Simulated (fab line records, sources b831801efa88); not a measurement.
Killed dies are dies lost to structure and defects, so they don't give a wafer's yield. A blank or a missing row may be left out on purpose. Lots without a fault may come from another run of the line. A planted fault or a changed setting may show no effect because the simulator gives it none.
fab line records | flow sky130
record lots=12 wafers=36 last_day=50
route steps=708 shown VIA4@651 METAL5@664 PASSIVATION@683 PAD_OPEN@708
lots that met no fault: from a run of the same line without faults
start_h: hours from the record's first day to the start of the lot's first wafer shown | wait_h: hours since the lot's step before | " the same as in the row above | L1.1+2: a row that stands for several wafers | - no value, or no start given | * or withheld: withheld | < > ~ a bound
route shown NAME@n: a module of which the file shows steps, and the number in the route of the first | usual: mean/standard deviation of fault-free wafers | same: alike in all rows | chamber/n: place in a boat | sites: the reading at each site | _std_site: their standard deviation | _edge_site: outer sites' mean less inner sites' | radius_mm: how far each site lies from the wafer's centre | mask NAME#n: copy n | behind: the tool/chamber that last shaped the wafer | hold: why the lot was held/for how many hours/how that ended | device: the transistor (n, p or np) that didn't switch | end of line: the same wafers' tests at the end of the route | a step without rows: its recipe alone | killed: dies lost to structure and defects at the first sort, not the wafer's yield | map: a wafer's dies, x killed, . not, _ none there
set.NAME: the setting as run; set.NAME@STEP: as run at that earlier step | model.NAME: the simulator's own value behind a step, which no gauge read
steps of the route over a sample of lots; a table a step, a row a wafer
services: from which hour (start_h, from the record's first day; less than 0 if before it) a tool's chamber was out of use, for how many hours, and why
## steps
# step SKY_VIA4_ETCH_12
# recipe target=SiO2 chemistry=C4F8/O2/Ar stop_on=TiN mask_material=NOVOLAK source_w=1500 bias_w=1200 pressure_mtorr=40 c4f8_flow_sccm=withheld O2_flow_sccm=6 Ar_flow_sccm=300 time_s=withheld target_depth_a=5800
# usual oes_product_au=0.926/0.0046
# columns lot.wafer tool chamber start_h wait_h oes_product_au
L725.2 rie_diel-02 3 1007.32 0.0 0.924
L725.3 " 1 " " 0.923
L725.4 " 2 " " 0.926
L726.1 rie_diel-02 0 1015.42 0.0 0.920
L726.4 " 2 " " 0.932
L726.5 " 0 " " 0.925
L727.2 rie_diel-04 2 1019.80 0.0 0.928
L727.3 " 0 " " 0.928
L727.6 " 0 " " 0.924
L729.1 rie_diel-04 1 1027.45 0.0 0.928
L729.4 " 0 " " 0.936
L729.6 " 1 " " 0.919
L730.2 rie_diel-01 2 1034.55 0.0 0.927
L730.4 " 3 " " 0.928
L730.6 " 1 " " 0.927
L733.1 rie_diel-02 0 1051.50 0.0 0.923
L733.3 " 3 " " 0.928
L733.6 " 3 " " 0.923
L735.1 rie_diel-01 1 1069.47 0.0 0.925
L735.3 " 2 " " 0.934
L735.6 " 2 " " 0.928
L739.2 rie_diel-04 0 1094.20 0.0 0.923
L739.5 " 0 " " 0.916
L739.6 " 1 " " 0.922
L743.1 rie_diel-01 0 1129.32 0.0 0.936
L743.3 " 1 " " 0.926
L743.6 " 1 " " 0.932
L744.1 rie_diel-02 1 1131.70 0.0 0.922
L744.3 " 3 " " 0.933
L744.4 " 0 " " 0.922
L745.3 rie_diel-01 1 1133.80 0.0 0.928
L745.4 " 2 " " 0.927
L745.6 " 3 " " 0.926
L747.1 rie_diel-04 0 1134.45 0.0 0.928
L747.2 " 3 " " 0.916
L747.3 " 2 " " 0.927
# step SKY_VIA4_SPUTTER_17
# recipe material=TiN target_thk_nm=20 chamber_pressure_pa=5 power_w=4000 time_s=80
# usual throttle_valve_pct=29.9/1.1
# columns lot.wafer tool chamber start_h wait_h throttle_valve_pct
L725.2 pvd_sputter-04 - 1008.02 0.0 29.0
L725.3 " - " " 31.0
L725.4 " - " " 29.1
L726.1 pvd_sputter-01 - 1016.08 0.0 28.3
L726.4 " - " " 30.9
L726.5 " - " " 29.6
L727.2 pvd_sputter-04 - 1020.51 0.0 29.0
L727.3 " - " " 31.2
L727.6 " - " " 29.3
L729.1 pvd_sputter-01 - 1028.12 0.0 28.1
L729.4 " - " " 31.6
L729.6 " - " " 29.6
L730.2 pvd_sputter-04 - 1035.22 0.0 30.9
L730.4 " - " " 29.2
L730.6 " - " " 31.1
L733.1 pvd_sputter-02 - 1052.17 0.0 29.3
L733.3 " - " " 30.6
L733.6 " - " " 30.8
L735.1 pvd_sputter-02 - 1070.13 0.0 28.7
L735.3 " - " " 29.4
L735.6 " - " " 29.5
L739.2 pvd_sputter-01 - 1094.99 0.0 27.9
L739.5 " - " " 30.4
L739.6 " - " " 29.8
L743.1 pvd_sputter-04 - 1130.01 0.0 29.0
L743.3 " - " " 28.8
L743.6 " - " " 29.0
L744.1 pvd_sputter-02 - 1132.49 0.0 29.3
L744.3 " - " " 30.6
L744.4 " - " " 30.8
L745.3 pvd_sputter-02 - 1134.51 0.0 28.5
L745.4 " - " " 30.5
L745.6 " - " " 29.4
L747.1 pvd_sputter-04 - 1135.16 0.0 28.9
L747.2 " - " " 31.2
L747.3 " - " " 31.3
# step SKY_METAL5_SPUTTER_03
# recipe material=Ti target_thk_nm=5 power_w=3000 time_s=3.3 chamber_pressure_pa=0.4
# usual throttle_valve_pct=30.2/1.1
# columns lot.wafer tool chamber start_h wait_h throttle_valve_pct
L725.2 pvd_sputter-04 - 1009.09 0.0 30.8
L725.3 " - " " 29.3
L725.4 " - " " 31.0
L726.1 pvd_sputter-03 - 1016.87 0.0 30.7
L726.4 " - " " 32.4
L726.5 " - " " 30.1
L727.2 pvd_sputter-03 - 1021.30 0.0 30.9
L727.3 " - " " 30.3
L727.6 " - " " 30.6
L729.1 pvd_sputter-03 - 1028.96 0.0 30.0
L729.4 " - " " 29.8
L729.6 " - " " 30.5
L730.2 pvd_sputter-02 - 1036.01 0.0 29.3
L730.4 " - " " 28.5
L730.6 " - " " 29.6
L733.1 pvd_sputter-02 - 1052.96 0.0 30.6
L733.3 " - " " 29.0
L733.6 " - " " 29.3
L735.1 pvd_sputter-04 - 1071.07 0.0 29.0
L735.3 " - " " 31.1
L735.6 " - " " 29.2
L739.2 pvd_sputter-02 - 1095.96 0.0 30.8
L739.5 " - " " 29.7
L739.6 " - " " 30.8
L743.1 pvd_sputter-04 - 1130.81 0.0 30.6
L743.3 " - " " 29.0
L743.6 " - " " 31.0
L744.1 pvd_sputter-04 - 1133.28 0.0 29.0
L744.3 " - " " 31.3
L744.4 " - " " 29.4
L745.3 pvd_sputter-03 - 1135.44 0.0 30.7
L745.4 " - " " 29.9
L745.6 " - " " 32.5
L747.1 pvd_sputter-04 - 1135.98 0.0 29.2
L747.2 " - " " 29.2
L747.3 " - " " 30.6
# step SKY_PASSIVATION_CVD_02
# recipe material=Si3N4 target_thk_nm=540 temp_c=400 time_s=withheld rf_w=450
# usual heater_power_w=657/74
# columns lot.wafer tool chamber start_h wait_h heater_power_w
L725.2 pecvd-01 2 1032.02 0.0 619
L725.3 " 1 " " 709
L725.4 " 0 " " 624
L726.1 pecvd-04 2 1040.43 0.1 598
L726.4 " 2 " " 631
L726.5 " 0 " " 659
L727.2 pecvd-01 0 1045.27 0.0 635
L727.3 " 2 " " 671
L727.6 " 1 " " 642
L729.1 pecvd-04 1 1052.46 0.1 548
L729.4 " 0 " " 639
L729.6 " 1 " " 592
L730.2 pecvd-03 2 1059.19 0.0 865
L730.4 " 0 " " 534
L730.6 " 1 " " 698
L733.1 pecvd-04 2 1075.16 0.1 712
L733.3 " 0 " " 694
L733.6 " 2 " " 645
L735.1 pecvd-03 2 1092.80 0.1 851
L735.3 " 1 " " 637
L735.6 " 0 " " 638
L739.2 pecvd-04 2 1117.48 0.0 681
L739.5 " 0 " " 590
L739.6 " 1 " " 595
L743.1 pecvd-04 1 1150.22 0.1 632
L743.3 " 2 " " 708
L743.6 " 2 " " 729
L744.1 pecvd-03 0 1152.51 0.1 638
L744.3 " 0 " " 654
L744.4 " 0 " " 524
L745.3 pecvd-03 1 1154.84 0.1 710
L745.4 " 0 " " 605
L745.6 " 1 " " 580
L747.1 pecvd-04 0 1155.37 0.1 699
L747.2 " 1 " " 648
L747.3 " 2 " " 686
# step SKY_PASSIVATION_THK_MEAS_03
# recipe reads=Si3N4_of_PASSIVATION_CVD_02
# usual PASSIVATION_CVD_02_THK=540/7.7
# columns lot.wafer tool chamber start_h wait_h PASSIVATION_CVD_02_THK[nm]
L725.2 film_metro-01 - 1032.26 - 534
L725.3 " - " " 529
L725.4 " - " " 536
L726.1 film_metro-02 - 1040.66 - 525
L726.4 " - " " 535
L726.5 " - " " 551
L727.2 film_metro-02 - 1045.51 - 540
L727.3 " - " " 542
L727.6 " - " " 542
L729.1 film_metro-01 - 1052.68 - 539
L729.4 " - " " 558
L729.6 " - " " 549
L730.2 film_metro-01 - 1059.42 - 532
L730.4 " - " " 543
L730.6 " - " " 551
L733.1 film_metro-01 - 1075.50 - 531
L733.3 " - " " 550
L733.6 " - " " 541
L735.1 film_metro-02 - 1093.03 - 531
L735.3 " - " " 537
L735.6 " - " " 544
L739.2 film_metro-02 - 1117.71 - 533
L739.5 " - " " 545
L739.6 " - " " 543
L743.1 film_metro-03 - 1150.44 - 546
L743.3 " - " " 537
L743.6 " - " " 541
L744.1 film_metro-02 - 1153.18 - 534
L744.3 " - " " 535
L744.4 " - " " 585
L745.3 film_metro-03 - 1155.08 - 542
L745.4 " - " " 583
L745.6 " - " " 542
L747.1 film_metro-01 - 1155.60 - 540
L747.2 " - " " 543
L747.3 " - " " 538
# step SKY_PAD_OPEN_PROBE_99
# usual defect_limited_yield=82.3/1.7 killed_at_M0_to_M3=43/6.8 killed_at_M4_up=3.3/1.8 killed_at_contacts=25/5.9 killed_at_front_end=16/4.2 killed_at_other=0.3/0.69 killed_dies=87/8.6 killed_open=48/6.3 killed_short=39/5.3 sort_bin_3_pad_short=0.9/0.38 sort_bin_5_function=10.5/1.4 sort_bin_6_memory=6.4/1.1 sort_n_pass=405/8.6 sort_yield_pct=82.3/1.7
# same gross_dies=492 killed_at_back_side=0 sort_bin_4_leakage[%]=0 sort_bin_8_speed[%]=0
# columns lot.wafer tool chamber start_h wait_h defect_limited_yield[%] killed_at_M0_to_M3 killed_at_M4_up killed_at_contacts killed_at_front_end killed_at_other killed_dies killed_open killed_short sort_bin_3_pad_short[%] sort_bin_5_function[%] sort_bin_6_memory[%] sort_n_pass sort_yield_pct[%]
L729.1 prober-02 - 1096.59 0.1 79.1 48 4 28 22 1 103 60 43 0.6 10.8 9.6 389 79.1
L729.4 prober-02 - 1096.74 0.2 83.3 38 3 29 12 0 82 55 27 0.8 11.4 4.5 410 83.3
L729.6 prober-02 - 1096.84 0.2 79.5 43 1 33 24 0 101 62 39 1.2 14.2 5.1 391 79.5
# killed by level:class
L729.1 VIA1:geometric_particle:open=15 VIA2:geometric_particle:open=9 LI_CONTACT:geometric_particle:open=8 CONTACT:geometric_particle:open=8 FIELD_ISO:geometric_particle:short=6 FIELD_ISO:geometric_particle:open=5 POLY_GATE:geometric_particle:short=5 LI_CONTACT:geometric_particle:short=5
L729.4 VIA1:geometric_particle:open=13 CONTACT:geometric_particle:open=11 LI_CONTACT:geometric_particle:open=10 VIA2:geometric_particle:open=6 LI_CONTACT:geometric_particle:short=5 FIELD_ISO:geometric_particle:short=4 VIA2:geometric_particle:short=4 POLY_GATE:geometric_particle:open=3
L729.6 VIA1:geometric_particle:open=14 CONTACT:geometric_particle:open=11 VIA3:geometric_particle:open=9 LI_CONTACT:geometric_particle:open=8 VIA2:geometric_particle:open=7 FIELD_ISO:geometric_particle:short=6 POLY_GATE:geometric_particle:short=5 LOCAL_INTERCONNECT:geometric_particle:short=5
## services
# columns tool chamber start_h hours kind
pecvd-01 - 1001.56 0.5 repair
pecvd-01 1 1009.47 1.9 repair
rie_diel-01 3 1016.94 6.3 repair
rie_diel-02 0 1040.71 1.9 repair
pecvd-03 - 1058.38 0.4 repair
pecvd-04 2 1059.04 13.7 repair
rie_diel-04 3 1060.16 6.8 repair
rie_diel-04 - 1065.25 0.2 repair
pecvd-03 1 1078.88 10.6 repair
rie_diel-02 3 1080.24 2.9 repair
pvd_sputter-04 1 1080.53 - consumable_replace:kit
pvd_sputter-04 1 1080.53 18.0 scheduled_down
pecvd-04 0 1081.13 1.7 repair
rie_diel-02 2 1094.70 5.1 repair
rie_diel-02 1 1097.07 5.6 repair
pvd_sputter-03 - 1101.59 2.5 repair
rie_diel-02 2 1110.10 3.2 repair
rie_diel-02 0 1110.33 6.1 repair
rie_diel-01 1 1110.40 4.3 repair
rie_diel-04 - 1118.65 14.6 pm
pecvd-04 2 1129.09 4.3 repair
rie_diel-01 3 1135.44 1.7 repair
rie_diel-04 1 1137.62 4.2 repair
pecvd-03 2 1150.20 20.7 repair
## key
first_sign step=SKY_PASSIVATION_THK_MEAS_03 reading=PASSIVATION_CVD_02_THK direction=up sigmas=5.8 usual=540 struck=584
effect none on later readings
met_at SKY_PASSIVATION_CVD_02
struck_lots L744,L745
struck_wafers L744.4,L745.4
not_acting_at SKY_VIA4_ETCH_12,SKY_VIA4_SPUTTER_17,SKY_METAL5_SPUTTER_03
onset_between 1092.80 1152.51
fault kind=process_parameter_drift tool=pecvd-03 chamber=- onset_h=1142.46 steps=SKY_PASSIVATION_CVD_02 channel=time_s offset=withheld shape=step end_h=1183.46 scope=struck_wafers_only acts_in=*
